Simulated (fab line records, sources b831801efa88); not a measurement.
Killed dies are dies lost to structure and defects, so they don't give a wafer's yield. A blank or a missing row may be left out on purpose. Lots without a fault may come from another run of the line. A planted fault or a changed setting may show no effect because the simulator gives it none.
fab line records | flow sky130
record lots=7 wafers=19 last_day=50
route steps=708 shown CAP2M@614 METAL4@621 PAD_OPEN@708
lots that met no fault: from a run of the same line without faults
start_h: hours from the record's first day to the start of the lot's first wafer shown | wait_h: hours since the lot's step before | " the same as in the row above | L1.1+2: a row that stands for several wafers | - no value, or no start given | * or withheld: withheld | < > ~ a bound
route shown NAME@n: a module of which the file shows steps, and the number in the route of the first | usual: mean/standard deviation of fault-free wafers | same: alike in all rows | chamber/n: place in a boat | sites: the reading at each site | _std_site: their standard deviation | _edge_site: outer sites' mean less inner sites' | radius_mm: how far each site lies from the wafer's centre | mask NAME#n: copy n | behind: the tool/chamber that last shaped the wafer | hold: why the lot was held/for how many hours/how that ended | device: the transistor (n, p or np) that didn't switch | end of line: the same wafers' tests at the end of the route | a step without rows: its recipe alone | killed: dies lost to structure and defects at the first sort, not the wafer's yield | map: a wafer's dies, x killed, . not, _ none there
set.NAME: the setting as run; set.NAME@STEP: as run at that earlier step | model.NAME: the simulator's own value behind a step, which no gauge read
lots at some steps of the route; a table a step, a row a wafer
services: from which hour (start_h, from the record's first day; less than 0 if before it) a tool's chamber was out of use, for how many hours, and why
## steps
# step SKY_CAP2M_DEVELOP_11
# recipe resist=NOVOLAK developer=TMAH develop_time_s=60 dev_temp_c=23
# step SKY_CAP2M_OVL_MEAS_12
# usual CAP2M_OVL=-0.1/1.3
# columns lot.wafer tool chamber start_h wait_h CAP2M_OVL[nm]
L157.3 overlay-02 - 955.05 0.1 -0.4
L157.4 " - " " -1.8
L157.5 " - " " -1.5
L162.3 overlay-02 - 994.30 0.1 -0.7
L162.5 " - " " -0.2
L162.6 " - " " 0.2
L166.2 overlay-02 - 1019.67 0.1 -0.8
L166.3 " - " " 1.7
L168.3 overlay-01 - 1032.67 0.1 0.7
L168.4 " - " " 0.3
L177.3 overlay-02 - 1086.03 0.1 -3.4
L177.5 " - " " -0.5
L177.6 " - " " -1.3
L178.1 overlay-01 - 1091.69 0.1 2.0
L178.4 " - " " 1.5
L178.5 " - " " 2.3
L180.1 overlay-01 - 1102.02 0.1 -1.0
L180.4 " - " " 0.7
L180.5 " - " " 0.2
# step SKY_CAP2M_METAL_ETCH_13
# recipe target_depth_nm=220 stop_on=SiO2 chemistry=Cl2/BCl3 target=TiN pressure_mtorr=10 icp_w=900 bias_w=48.5 Cl2_flow_sccm=60 bcl3_flow_sccm=30 time_s=62.9
# usual drypump_motor_current_A=5.4/0.35 oes_product_au=0.943/0.0074 throttle_valve_pct=21.900/0.01
# columns lot.wafer tool chamber start_h wait_h drypump_motor_current_A oes_product_au rf_hours_counter_h throttle_valve_pct
L157.3 rie_metal-04 1 955.10 0.0 5.7 0.954 - 21.904
L157.4 " 0 " " 5.9 0.943 - 21.894
L157.5 " 1 " " 5.7 0.945 - 21.911
L162.3 rie_metal-04 0 994.35 0.0 5.9 0.944 - 21.894
L162.5 " 1 " " 5.7 0.945 - 21.892
L162.6 " 0 " " 5.9 0.948 - 21.892
L166.2 rie_metal-01 0 1019.70 0.0 5.7 0.940 16 21.895
L166.3 " 0 " " 5.7 0.933 - 21.907
L168.3 rie_metal-01 1 1032.72 0.0 5.1 0.945 - 21.898
L168.4 " 0 " " 5.7 0.947 - 21.895
L177.3 rie_metal-03 0 1086.08 0.0 5.1 0.949 - 21.878
L177.5 " 0 " " 5.1 0.950 - 21.888
L177.6 " 1 " " 5.0 0.941 - 21.900
L178.1 rie_metal-01 0 1091.73 0.0 5.7 0.952 19 21.898
L178.4 " 1 " " 5.2 0.931 - 21.922
L178.5 " 1 " " 5.1 0.941 - 21.896
L180.1 rie_metal-01 1 1102.06 0.0 5.1 0.941 8 21.892
L180.4 " 1 " " 5.1 0.942 - 21.909
L180.5 " 1 " " 5.1 0.940 - 21.912
# step SKY_CAP2M_STRIP_14
# recipe chemistry=O2/N2 power_w=1400 pressure_mtorr=1500 platen_temp_c=withheld o2_flow_sccm=3000 n2_flow_sccm=300 overash_fraction=0.5
# usual drypump_motor_current_A=5.7/0.39 oes_product_au=0.710/0.0043 strip_time_to_endpoint_s=12.65/0.031
# columns lot.wafer tool chamber start_h wait_h drypump_motor_current_A oes_product_au rf_hours_counter_h strip_time_to_endpoint_s
L157.3 plasma_asher-01 0 955.19 0.1 5.3 0.718 - 12.63
L157.4 " 1 " " 5.7 0.707 - 12.61
L157.5 " 1 " " 5.8 0.712 - 12.65
L162.3 plasma_asher-02 1 994.44 0.1 5.5 0.708 - 12.64
L162.5 " 1 " " 5.5 0.707 - 12.63
L162.6 " 0 " " 6.6 0.712 - 12.63
L166.2 plasma_asher-01 1 1019.78 0.1 5.8 0.706 125 12.63
L166.3 " 1 " " 5.7 0.718 - 12.65
L168.3 plasma_asher-03 1 1032.81 0.1 6.0 0.711 - 12.71
L168.4 " 0 " " 5.8 0.714 - 12.68
L177.3 plasma_asher-02 1 1086.17 0.1 5.4 0.704 - 12.59
L177.5 " 1 " " 5.5 0.712 - 12.68
L177.6 " 0 " " 6.6 0.706 - 12.61
L178.1 plasma_asher-01 1 1091.80 0.1 5.8 0.709 3 12.68
L178.4 " 1 " " 5.7 0.712 - 12.70
L178.5 " 0 " " 5.3 0.708 - 12.71
L180.1 plasma_asher-03 1 1102.13 0.1 6.0 0.709 67 12.62
L180.4 " 1 " " 6.0 0.712 - 12.66
L180.5 " 0 " " 5.8 0.707 - 12.65
# step SKY_CAP2M_STRIP_15
# recipe chemistry=post_etch_residue_remover time_s=1200 temp_c=72.5
# step SKY_CAP2M_CLEAN_16
# recipe chemistry=IPA time_s=180 temp_c=25
# step SKY_CAP2M_CLEAN_17
# recipe chemistry=O3/DIW dry=n2_spin
# step SKY_METAL4_DEHYDRATE_05
# recipe temp_c=200 time_s=60
# step SKY_METAL4_HMDS_06
# recipe prime_time_s=60 prime_temp_c=120
# step SKY_METAL4_COAT_07
# recipe resist=BARC temp_c=withheld time_s=withheld spin_rpm=3000 resist_thk_nm=60
# step SKY_METAL4_COAT_08
# recipe resist=KrF-thick spin_rpm=3000 resist_thk_nm=1140
# step SKY_METAL4_SOFTBAKE_09
# recipe temp_c=100 time_s=90 resist=KrF-thick
# step SKY_METAL4_EXPOSE_10
# recipe mask_id=MM4 na=0.68 source_shape=annular sigma_inner=0.4 sigma_outer=0.8 target_cd_nm=300 dose_mj=28
# usual focus_offset_nm=-0.1/0.5
# same sigma_inner=0.4
# columns lot.wafer tool chamber start_h wait_h mask focus_offset_nm
L157.3 krf_scanner-02 0 967.53 - MM4#0 -1.1
L157.4 " 0 " " MM4#0 -0.1
L157.5 " 0 " " MM4#0 -0.2
L162.3 krf_scanner-02 0 1006.95 - MM4#0 0.4
L162.5 " 0 " " MM4#0 -0.2
L162.6 " 0 " " MM4#0 0.6
L166.2 krf_scanner-02 0 1032.51 - MM4#0 -0.8
L166.3 " 0 " " MM4#0 0.1
L168.3 krf_scanner-02 0 1044.62 - MM4#0 -0.4
L168.4 " 0 " " MM4#0 -0.6
L177.3 krf_scanner-02 0 1097.43 - MM4#0 -0.4
L177.5 " 0 " " MM4#0 -0.2
L177.6 " 0 " " MM4#0 0.2
L178.1 krf_scanner-01 0 1102.71 - MM4#0 1.0
L178.4 " 0 " " MM4#0 0.9
L178.5 " 0 " " MM4#0 0.7
L180.1 krf_scanner-02 0 1112.81 - MM4#0 0.2
L180.4 " 0 " " MM4#0 0.5
L180.5 " 0 " " MM4#0 0.3
# step SKY_METAL4_PEB_11
# recipe peb_temp_c=withheld peb_time_s=withheld resist=KrF-thick
# step SKY_METAL4_DEVELOP_12
# recipe develop_time_s=60 resist=KrF-thick dev_temp_c=21
# step SKY_METAL4_CD_MEAS_13
# recipe target_cd_nm=300
# usual cd_nm=300.0/1.4
# columns lot.wafer tool chamber start_h wait_h cd_nm
L157.3 cd_sem-01 - 980.00 - 300.2
L157.4 " - " " 298.4
L157.5 " - " " 300.2
L162.3 cd_sem-01 - 1017.65 - 253.9
L162.5 " - " " 298.0
L162.6 " - " " 298.8
L166.2 cd_sem-01 - 1043.28 - 300.6
L166.3 " - " " 252.3
L168.3 cd_sem-01 - 1055.48 - 253.0
L168.4 " - " " 253.0
L177.3 cd_sem-02 - 1107.10 - 300.1
L177.5 " - " " 299.9
L177.6 " - " " 301.4
L178.1 cd_sem-01 - 1112.31 - 300.0
L178.4 " - " " 299.2
L178.5 " - " " 300.0
L180.1 cd_sem-02 - 1122.51 - 300.5
L180.4 " - " " 300.4
L180.5 " - " " 301.0
# step SKY_METAL4_OVL_MEAS_14
# usual METAL4_OVL=3/5.5
# columns lot.wafer tool chamber start_h wait_h METAL4_OVL[nm]
L157.3 overlay-01 - 980.09 0.1 11
L157.4 " - " " 8
L157.5 " - " " 7
L162.3 overlay-02 - 1017.74 0.1 -8
L162.5 " - " " -4
L162.6 " - " " -5
L166.2 overlay-02 - 1043.39 0.1 -5
L166.3 " - " " 6
L168.3 overlay-02 - 1055.57 0.1 6
L168.4 " - " " 0
L177.3 overlay-01 - 1107.19 0.1 8
L177.5 " - " " 13
L177.6 " - " " 4
L178.1 overlay-01 - 1112.43 0.1 -3
L178.4 " - " " 7
L178.5 " - " " 8
L180.1 overlay-01 - 1122.63 0.1 0
L180.4 " - " " -2
L180.5 " - " " -1
# step SKY_METAL4_DESCUM_15
# recipe chemistry=O2 source_power_w=150 bias_power_w=0 pressure_mtorr=10 temp_c=40 time_s=8
# usual drypump_motor_current_A=5.63/0.29 oes_product_au=1.000/0.0071 temp_c=40.00/0.11
# columns lot.wafer tool chamber start_h wait_h drypump_motor_current_A oes_product_au rf_hours_counter_h temp_c model.METAL4.cd_nm
L157.3 rie_metal-02 0 980.13 0.0 5.72 0.993 - 39.97 300.1
L157.4 " 1 " " 5.97 1.003 - 40.13 299.1
L157.5 " 1 " " 5.96 0.998 - 40.05 301.3
L162.3 rie_metal-01 1 1017.78 0.0 5.16 0.990 - 39.95 253.4
L162.5 " 0 " " 5.72 1.005 - 39.74 297.6
L162.6 " 1 " " 5.15 0.994 - 40.01 298.5
L166.2 rie_metal-04 1 1043.42 0.0 5.68 1.003 6 39.96 300.7
L166.3 " 0 " " 5.90 1.004 - 39.90 252.5
L168.3 rie_metal-01 0 1055.61 0.0 5.73 0.998 - 39.97 253.2
L168.4 " 1 " " 5.16 0.986 - 39.86 253.2
L177.3 rie_metal-04 0 1107.23 0.0 5.86 1.013 - 40.20 300.1
L177.5 " 0 " " 5.86 1.001 - 40.09 299.5
L177.6 " 1 " " 5.68 1.009 - 40.02 300.7
L178.1 rie_metal-02 0 1112.47 0.0 5.73 0.998 3 40.01 299.9
L178.4 " 0 " " 5.74 1.003 - 40.12 299.6
L178.5 " 0 " " 5.72 1.008 - 40.01 299.7
L180.1 rie_metal-02 0 1122.67 0.0 5.73 0.992 3 40.03 300.1
L180.4 " 1 " " 5.99 1.004 - 40.04 300.5
L180.5 " 1 " " 5.97 1.011 - 39.97 300.9
# step SKY_METAL4_ETCH_16
# recipe chemistry=N2/H2 target=BARC ion_energy_ev=200 bias_w=100 pressure_mtorr=30 n2_flow_sccm=100 h2_flow_sccm=200 icp_w=500 stop_on=SiO2 time_s=88.2 target_depth_a=600
# usual drypump_motor_current_A=5.64/0.3 oes_product_au=0.626/0.0047 throttle_valve_pct=13.205/0.0091
# columns lot.wafer tool chamber start_h wait_h drypump_motor_current_A oes_product_au rf_hours_counter_h throttle_valve_pct
L157.3 rie_metal-02 0 980.18 0.0 5.72 0.626 - 13.198
L157.4 " 1 " " 5.96 0.630 - 13.204
L157.5 " 1 " " 5.97 0.626 - 13.177
L162.3 rie_metal-01 1 1017.83 0.0 5.17 0.629 - 13.202
L162.5 " 0 " " 5.73 0.622 - 13.210
L162.6 " 1 " " 5.16 0.620 - 13.211
L166.2 rie_metal-04 1 1043.45 0.0 5.70 0.621 6 13.195
L166.3 " 0 " " 5.89 0.633 - 13.213
L168.3 rie_metal-01 0 1055.66 0.0 5.75 0.621 - 13.196
L168.4 " 1 " " 5.15 0.629 - 13.195
L177.3 rie_metal-04 0 1107.28 0.0 5.88 0.623 - 13.200
L177.5 " 0 " " 5.87 0.626 - 13.204
L177.6 " 1 " " 5.67 0.630 - 13.206
L178.1 rie_metal-02 0 1112.50 0.0 5.71 0.628 3 13.195
L178.4 " 0 " " 5.74 0.622 - 13.206
L178.5 " 0 " " 5.74 0.622 - 13.209
L180.1 rie_metal-02 0 1122.70 0.0 5.73 0.621 3 13.212
L180.4 " 1 " " 6.01 0.628 - 13.193
L180.5 " 1 " " 6.00 0.630 - 13.206
# step SKY_METAL4_ETCH_17
# recipe target=SiO2 stop_on=TiN chemistry=C4F8/O2/Ar source_w=1500 bias_w=1200 pressure_mtorr=40 c4f8_flow_sccm=withheld O2_flow_sccm=6 Ar_flow_sccm=300 time_s=3.9 target_depth_a=150
# usual oes_product_au=0.753/0.0069
# columns lot.wafer tool chamber start_h wait_h oes_product_au
L157.3 rie_diel-04 3 980.25 0.0 0.753
L157.4 " 3 " " 0.737
L157.5 " 1 " " 0.753
L162.3 rie_diel-04 3 1017.90 0.0 0.752
L162.5 " 1 " " 0.755
L162.6 " 0 " " 0.755
L166.2 rie_diel-04 1 1043.55 0.1 0.758
L166.3 " 0 " " 0.745
L168.3 rie_diel-04 1 1055.73 0.0 0.749
L168.4 " 3 " " 0.761
L177.3 rie_diel-01 1 1107.35 0.0 0.746
L177.5 " 3 " " 0.751
L177.6 " 2 " " 0.748
L178.1 rie_diel-04 0 1112.60 0.1 0.746
L178.4 " 1 " " 0.751
L178.5 " 0 " " 0.757
L180.1 rie_diel-04 2 1122.80 0.1 0.754
L180.4 " 0 " " 0.763
L180.5 " 0 " " 0.760
# step SKY_METAL4_METAL_ETCH_18
# recipe target_depth_a=8450 stop_on=SiO2 over_etch_frac=0.3 time_s=183.1 chemistry=Cl2/BCl3 resist_sidewall_deg=88 pressure_mtorr=10 icp_w=900 bias_w=48.5 Cl2_flow_sccm=60 bcl3_flow_sccm=30
# usual drypump_motor_current_A=5.72/0.25 oes_product_au=0.864/0.0058 throttle_valve_pct=22.265/0.0085
# same over_etch_frac=0.3
# columns lot.wafer tool chamber start_h wait_h drypump_motor_current_A oes_product_au rf_hours_counter_h throttle_valve_pct model.METAL4.cd_nm
L157.3 rie_metal-01 0 980.39 0.1 5.73 0.867 - 22.253 301.5
L157.4 " 0 " " 5.73 0.871 - 22.258 300.1
L157.5 " 0 " " 5.72 0.864 - 22.257 300.7
L162.3 rie_metal-04 1 1017.98 0.1 5.68 0.864 - 22.278 253.8
L162.5 " 1 " " 5.67 0.866 - 22.263 295.9
L162.6 " 0 " " 5.90 0.864 - 22.262 300.9
L166.2 rie_metal-01 1 1043.63 0.1 5.15 0.860 - 22.268 309.1
L166.3 " 1 " " 5.15 0.870 - 22.265 255.1
L168.3 rie_metal-02 1 1055.80 0.1 6.00 0.869 - 22.273 255
L168.4 " 0 " " 5.70 0.869 - 22.260 256.5
L177.3 rie_metal-02 0 1107.43 0.1 5.73 0.854 - 22.269 299.7
L177.5 " 0 " " 5.70 0.866 - 22.270 302.8
L177.6 " 1 " " 5.97 0.849 - 22.259 301.7
L178.1 rie_metal-01 0 1112.62 0.0 5.72 0.854 21 22.273 305.7
L178.4 " 0 " " 5.73 0.875 - 22.266 301.4
L178.5 " 1 " " 5.18 0.863 - 22.249 306.1
L180.1 rie_metal-04 1 1122.82 0.0 5.69 0.866 12 22.279 301
L180.4 " 0 " " 5.91 0.865 - 22.281 301.2
L180.5 " 0 " " 5.88 0.861 - 22.267 303.1
# step SKY_METAL4_STRIP_19
# recipe chemistry=O2/N2 power_w=1400 pressure_mtorr=1500 platen_temp_c=withheld o2_flow_sccm=3000 n2_flow_sccm=300 overash_fraction=0.5
# usual drypump_motor_current_A=5.7/0.4 oes_product_au=0.502/0.0048 strip_time_to_endpoint_s=6.54/0.072
# columns lot.wafer tool chamber start_h wait_h drypump_motor_current_A oes_product_au rf_hours_counter_h strip_time_to_endpoint_s
L157.3 plasma_asher-04 0 980.66 0.2 5.8 0.505 - 6.58
L157.4 " 1 " " 5.9 0.510 - 6.61
L157.5 " 1 " " 5.9 0.503 - 6.56
L162.3 plasma_asher-04 1 1018.13 0.1 5.9 0.499 - 6.52
L162.5 " 1 " " 5.9 0.504 - 6.51
L162.6 " 0 " " 5.8 0.501 - 6.50
L166.2 plasma_asher-04 1 1043.92 0.2 5.8 0.503 28 6.60
L166.3 " 0 " " 5.8 0.505 - 6.65
L168.3 plasma_asher-04 1 1055.96 0.1 5.8 0.499 - 6.47
L168.4 " 0 " " 5.8 0.500 - 6.58
L177.3 plasma_asher-01 0 1107.58 0.1 5.3 0.507 - 6.59
L177.5 " 1 " " 5.7 0.498 - 6.57
L177.6 " 0 " " 5.3 0.501 - 6.46
L178.1 plasma_asher-02 0 1112.80 0.1 6.6 0.506 93 6.58
L178.4 " 0 " " 6.6 0.503 - 6.62
L178.5 " 0 " " 6.6 0.508 - 6.64
L180.1 plasma_asher-01 1 1123.00 0.1 5.7 0.503 6 6.46
L180.4 " 0 " " 5.3 0.499 - 6.42
L180.5 " 0 " " 5.2 0.508 - 6.50
# step SKY_PAD_OPEN_PROBE_99
# usual defect_limited_yield=81.9/1.9 killed_at_M0_to_M3=45/7.3 killed_at_M4_up=3.2/1.8 killed_at_contacts=25/5.5 killed_at_front_end=15/4.2 killed_at_other=0.3/0.69 killed_dies=89/9.4 killed_on_rim=17/3.8 killed_open=49/6.6 killed_short=40/6.4 sort_bin_3_pad_short=0.9/0.43 sort_bin_5_function=10.7/1.5 sort_bin_6_memory=6.5/1.2 sort_n_pass=403/9.4 sort_yield_pct=81.9/1.9
# same gross_dies=492 killed_at_back_side=0 sort_bin_4_leakage[%]=0 sort_bin_8_speed[%]=0
# columns lot.wafer tool chamber start_h wait_h defect_limited_yield[%] killed_at_M0_to_M3 killed_at_M4_up killed_at_contacts killed_at_front_end killed_at_other killed_dies killed_on_rim killed_open killed_short sort_bin_3_pad_short[%] sort_bin_5_function[%] sort_bin_6_memory[%] sort_n_pass sort_yield_pct[%] model.etest.tester.sort_n_pass model.etest.met4.width_nm model.etest.tester.sort_yield_pct model.etest.tester.sort_bin_5_pct model.etest.met4.line_ohm_um
L157.3 prober-01 - 1076.12 0.2 82.5 45 1 21 19 0 86 21 47 38 0.6 12.4 4.5 406 82.5 406 302.8 82.52 12.4 0.1417
L157.4 prober-01 - 1076.17 0.2 84.8 47 8 12 8 0 75 10 42 32 0.6 9.6 5.1 417 84.8 417 298.7 84.76 9.553 0.1426
L157.5 prober-01 - 1076.22 0.2 83.1 49 6 18 10 0 83 17 41 40 1.0 9.8 6.1 409 83.1 409 304.1 83.13 9.756 0.1403
L162.3 prober-02 - 1109.02 0.2 65.2 51 83 21 16 0 171 50 57 35 0.8 29.1 4.9 321 65.2 321 256.5 65.24 29.07 0.1678
L162.5 prober-02 - 1109.12 0.2 81.7 40 2 28 20 0 90 13 51 38 0.2 10.0 8.1 402 81.7 402 298.3 81.71 9.959 0.1429
L162.6 prober-02 - 1109.17 0.2 84.8 37 1 22 15 0 75 8 39 36 0.2 7.7 7.3 417 84.8 417 298.4 84.76 7.724 0.142
L166.2 prober-01 - 1130.61 0.1 84.8 37 3 24 11 0 75 20 42 33 0.6 10.4 4.3 417 84.8 417 306.1 84.76 10.37 0.1396
L166.3 prober-01 - 1130.66 0.2 64.6 52 92 20 10 0 174 58 43 45 1.2 27.8 6.3 318 64.6 318 251.4 64.63 27.85 0.1693
L168.3 prober-01 - 1144.06 0.2 63.0 51 100 16 12 3 182 59 48 36 0.6 30.7 5.7 310 63.0 310 252.4 63.01 30.69 0.1705
L168.4 prober-01 - 1144.11 0.2 67.3 38 79 19 25 0 161 50 49 34 1.0 27.4 4.3 331 67.3 331 257.5 67.28 27.44 0.1647
L177.3 prober-02 - 1184.79 0.2 75.8 61 1 37 20 0 119 23 66 53 1.0 16.9 6.3 373 75.8 373 300.4 75.81 16.87 0.1451
L177.5 prober-02 - 1184.89 0.2 82.3 44 0 33 10 0 87 21 50 37 1.4 10.8 5.5 405 82.3 405 302.9 82.32 10.77 0.1435
L177.6 prober-02 - 1184.94 0.2 80.5 43 1 40 12 0 96 19 56 40 0.4 12.2 6.9 396 80.5 396 302.7 80.49 12.2 0.1427
L178.1 prober-01 - 1189.58 0.1 79.7 42 5 38 15 0 100 18 43 57 1.2 12.4 6.7 392 79.7 392 303.8 79.67 12.4 0.1399
L178.4 prober-01 - 1189.73 0.2 81.9 38 4 25 22 0 89 18 45 42 0.8 10.6 6.7 403 81.9 403 303.4 81.91 10.57 0.1394
L178.5 prober-01 - 1189.78 0.2 78.0 50 5 35 18 0 108 14 53 53 1.4 11.8 8.7 384 78.0 384 305.9 78.05 11.79 0.1409
L180.1 prober-01 - 1198.51 0.1 81.1 42 1 25 25 0 93 24 57 36 1.0 12.0 5.9 399 81.1 399 302.6 81.1 11.99 0.1411
L180.4 prober-01 - 1198.66 0.2 80.3 47 5 18 27 0 97 15 60 37 0.8 9.6 9.3 395 80.3 395 301.6 80.28 9.553 0.1426
L180.5 prober-01 - 1198.71 0.2 83.3 43 7 18 14 0 82 15 40 42 0.8 11.0 4.9 410 83.3 410 306.4 83.33 10.98 0.1384
# killed by level:class
L157.3 METAL2:geometric_particle:short=10 VIA1:geometric_particle:open=10 VIA2:geometric_particle:open=9 LI_CONTACT:geometric_particle:open=8 VIA3:geometric_particle:open=6 POLY_GATE:geometric_particle:short=5 LOCAL_INTERCONNECT:geometric_particle:short=4 CONTACT:geometric_particle:open=4
L157.4 VIA1:geometric_particle:open=13 METAL2:geometric_particle:short=9 CONTACT:geometric_particle:open=7 VIA2:geometric_particle:open=6 VIA3:geometric_particle:open=6 METAL4:geometric_particle:short=6 METAL1:geometric_particle:short=3 VIA3:geometric_particle:short=3
L157.5 CONTACT:geometric_particle:open=11 VIA1:geometric_particle:open=11 METAL1:geometric_particle:short=7 VIA1:geometric_particle:short=7 METAL3:geometric_particle:short=5 VIA3:geometric_particle:open=5 METAL2:geometric_particle:short=4 VIA2:geometric_particle:open=4
L162.3 METAL4:area_expose=79 VIA1:geometric_particle:open=14 VIA3:geometric_particle:open=14 CONTACT:geometric_particle:open=10 VIA1:geometric_particle:short=6 FIELD_ISO:geometric_particle:open=5 POLY_GATE:geometric_particle:open=4 LOCAL_INTERCONNECT:geometric_particle:short=4
L162.5 CONTACT:geometric_particle:open=13 VIA3:geometric_particle:open=13 POLY_GATE:geometric_particle:short=7 LI_CONTACT:geometric_particle:open=7 VIA1:geometric_particle:open=6 METAL2:geometric_particle:short=6 FIELD_ISO:geometric_particle:open=4 FIELD_ISO:geometric_particle:short=3
L162.6 CONTACT:geometric_particle:open=10 METAL2:geometric_particle:short=10 VIA1:geometric_particle:open=7 CONTACT:geometric_particle:short=5 VIA1:geometric_particle:short=5 POLY_CUT:geometric_particle:open=4 VIA3:geometric_particle:open=4 FIELD_ISO:geometric_particle:short=3
L166.2 CONTACT:geometric_particle:open=12 METAL2:geometric_particle:short=8 VIA1:geometric_particle:open=8 VIA2:geometric_particle:open=7 LOCAL_INTERCONNECT:geometric_particle:short=6 VIA3:geometric_particle:open=6 POLY_GATE:geometric_particle:open=4 VIA1:geometric_particle:short=3
L166.3 METAL4:area_expose=86 CONTACT:geometric_particle:open=10 VIA1:geometric_particle:open=8 VIA3:geometric_particle:short=8 VIA1:geometric_particle:short=6 VIA2:geometric_particle:short=5 METAL2:geometric_particle:short=5 VIA2:geometric_particle:open=5
L168.3 METAL4:area_expose=97 VIA1:geometric_particle:open=16 VIA3:geometric_particle:open=10 CONTACT:geometric_particle:open=9 METAL1:geometric_particle:short=7 FIELD_ISO:geometric_particle:short=5 LOCAL_INTERCONNECT:geometric_particle:short=5 METAL2:geometric_particle:short=5
L168.4 METAL4:area_expose=78 CONTACT:geometric_particle:open=10 VIA1:geometric_particle:open=10 FIELD_ISO:geometric_particle:open=7 FIELD_ISO:geometric_particle:short=6 METAL2:geometric_particle:short=5 METAL1:geometric_particle:short=5 VIA2:geometric_particle:open=4
L177.3 CONTACT:geometric_particle:open=15 VIA1:geometric_particle:open=10 VIA2:geometric_particle:open=9 LI_CONTACT:geometric_particle:open=9 VIA3:geometric_particle:open=9 VIA3:geometric_particle:short=8 METAL2:geometric_particle:short=7 POLY_GATE:geometric_particle:open=6
L177.5 CONTACT:geometric_particle:open=16 VIA1:geometric_particle:open=9 VIA2:geometric_particle:open=9 METAL2:geometric_particle:short=6 VIA3:geometric_particle:open=5 CONTACT:geometric_particle:short=5 LI_CONTACT:geometric_particle:short=4 LI_CONTACT:geometric_particle:open=4
L177.6 CONTACT:geometric_particle:open=17 LI_CONTACT:geometric_particle:open=9 VIA2:geometric_particle:open=9 METAL2:geometric_particle:short=8 LI_CONTACT:geometric_particle:short=7 VIA1:geometric_particle:short=7 POLY_GATE:geometric_particle:open=4 VIA1:geometric_particle:open=4
L178.1 LI_CONTACT:geometric_particle:open=11 CONTACT:geometric_particle:open=11 FIELD_ISO:geometric_particle:short=6 LI_CONTACT:geometric_particle:short=6 METAL2:geometric_particle:short=6 VIA3:geometric_particle:short=6 VIA2:geometric_particle:short=5 LOCAL_INTERCONNECT:geometric_particle:short=5
L178.4 CONTACT:geometric_particle:open=9 LI_CONTACT:geometric_particle:open=7 FIELD_ISO:geometric_particle:open=6 VIA1:geometric_particle:open=6 METAL2:geometric_particle:short=6 CONTACT:geometric_particle:short=5 VIA2:geometric_particle:open=5 FIELD_ISO:geometric_particle:short=4
L178.5 VIA1:geometric_particle:open=9 CONTACT:geometric_particle:open=9 VIA3:geometric_particle:open=9 LI_CONTACT:geometric_particle:short=8 CONTACT:geometric_particle:short=8 METAL1:geometric_particle:short=8 METAL2:geometric_particle:short=7 VIA2:geometric_particle:open=7
L180.1 VIA1:geometric_particle:open=12 LI_CONTACT:geometric_particle:open=9 VIA2:geometric_particle:open=7 POLY_GATE:geometric_particle:open=6 METAL2:geometric_particle:short=6 POLY_GATE:geometric_particle:short=5 CONTACT:geometric_particle:open=5 VIA3:geometric_particle:open=5
L180.4 VIA1:geometric_particle:open=15 CONTACT:geometric_particle:open=10 VIA3:geometric_particle:open=7 FIELD_ISO:geometric_particle:short=6 POLY_GATE:geometric_particle:open=6 METAL2:geometric_particle:short=6 FIELD_ISO:geometric_particle:open=5 POLY_GATE:geometric_particle:short=5
L180.5 METAL1:geometric_particle:short=8 CONTACT:geometric_particle:open=7 VIA1:geometric_particle:open=7 VIA1:geometric_particle:short=5 VIA2:geometric_particle:open=5 METAL4:geometric_particle:short=5 FIELD_ISO:geometric_particle:short=4 POLY_GATE:geometric_particle:short=4
# map L162.3 (x killed, . not)
__________.........._________
________x.x..x.x.x..x._______
______....x...x........._____
_____x...x..x.....x......____
____x.....x...x...x.....x.___
___...x.........x...x...x.x__
__x.x.x....xxxx........x...x_
_.xx.xx........x.x.......xx..
_...x...x...x.........x.x..xx
_xx......xx...x...x..x..x.x..
_xx....xx.x..x.xx........x.x.
_x..xx...x.....x...x.......x.
_x...x..........x..xxx...x.xx
_xx...x...x.........xx....x..
_xxx..x....xxx..x.x.......x.x
__xxx..xx.xx....x...x....xxx_
___xx.xx..........x.x.xx..x__
____..xxxx....x....xx..x..___
_____xxx.......x...xxxxx.____
______xx.x..x.xxxxxx.x.x_____
________xxxxxx.x.xxxxx_______
__________xxxxxxxxxx_________
# map L166.3 (x killed, . not)
__________x.xxxx..x._________
________xx.xx...x.xxx._______
______x...x.........xx.x_____
_____...x...x..x.....x..x____
____...x..x..x.....x.x.x..___
___.xx..x.......x....x.....__
__...xx..x............x...x._
_xxxx.x....x.............xxx.
_xx.x..x............x........
_xxx.xx.x......xx..xx.....x.x
_...x.....xx................x
_x....xx.................xx..
_.xx...xx.x.......x..xx......
_x.xx.x.xx...x..........x....
_x..xx.x.......xx......x...xx
__xxx.xxxx.x..x.x...x..xx..._
___xxxxx....xx..........xxx__
____xx...x......x..xxx.xxx___
_____xx.x.xxx..x.xx.xxx.x____
______xxxx.xx.......x..x_____
________.xxxxxxx.xxxxx_______
__________xxx..xxxxx_________
## services
# columns tool chamber start_h hours kind
krf_scanner-02 - 934.99 0.8 pm
rie_diel-04 3 936.56 18.8 repair
krf_scanner-02 - 937.13 2.2 repair
rie_metal-03 1 938.62 5.7 repair
rie_diel-04 0 940.90 3.8 repair
rie_diel-04 2 958.07 9.2 repair
rie_diel-04 2 978.66 3.6 repair
rie_diel-04 3 995.21 3.6 repair
plasma_asher-04 - 1004.67 1.3 repair
plasma_asher-03 - 1009.32 9.9 repair
krf_scanner-02 - 1017.63 1.0 pm
plasma_asher-03 - 1021.09 0.5 repair
rie_metal-01 - 1027.03 0.1 repair
rie_metal-04 - 1030.24 0.2 repair
rie_metal-01 0 1041.03 5.6 repair
krf_scanner-02 - 1054.28 0.8 pm
plasma_asher-02 - 1054.45 13.4 repair
plasma_asher-01 - 1055.25 9.0 pm
rie_metal-01 - 1057.35 1.4 pm
krf_scanner-02 - 1064.90 1.3 pm
plasma_asher-02 - 1078.01 3.9 repair
krf_scanner-02 - 1101.40 5.9 repair
plasma_asher-04 - 1102.47 2.8 pm
plasma_asher-04 - 1110.00 14.6 pm
## key
first_sign step=SKY_METAL4_CD_MEAS_13 reading=cd_nm direction=down sigmas=34 usual=300.0 struck=253.0
effect step=SKY_PAD_OPEN_PROBE_99 reading=killed_at_M4_up direction=up sigmas=48 usual=3.2 struck=88.5
model_effect step=SKY_METAL4_DESCUM_15 value=METAL4.cd_nm without=299.3 struck=253.1
model_effect step=SKY_METAL4_METAL_ETCH_18 value=METAL4.cd_nm without=301.3 struck=255.1
model_effect step=SKY_PAD_OPEN_PROBE_99 value=etest.tester.sort_n_pass without=405 struck=320
more_kills_born_at SKY_METAL4_EXPOSE_10@krf_scanner-02=340
met_at SKY_METAL4_EXPOSE_10
struck_wafers L162.3,L166.3,L168.3,L168.4
onset_between 967.53 1006.95
fault kind=process_parameter_drift tool=krf_scanner-02 chamber=- onset_h=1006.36 steps=SKY_METAL4_EXPOSE_10 channel=focus_nm offset=317.82 shape=step end_h=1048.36 scope=struck_wafers_only
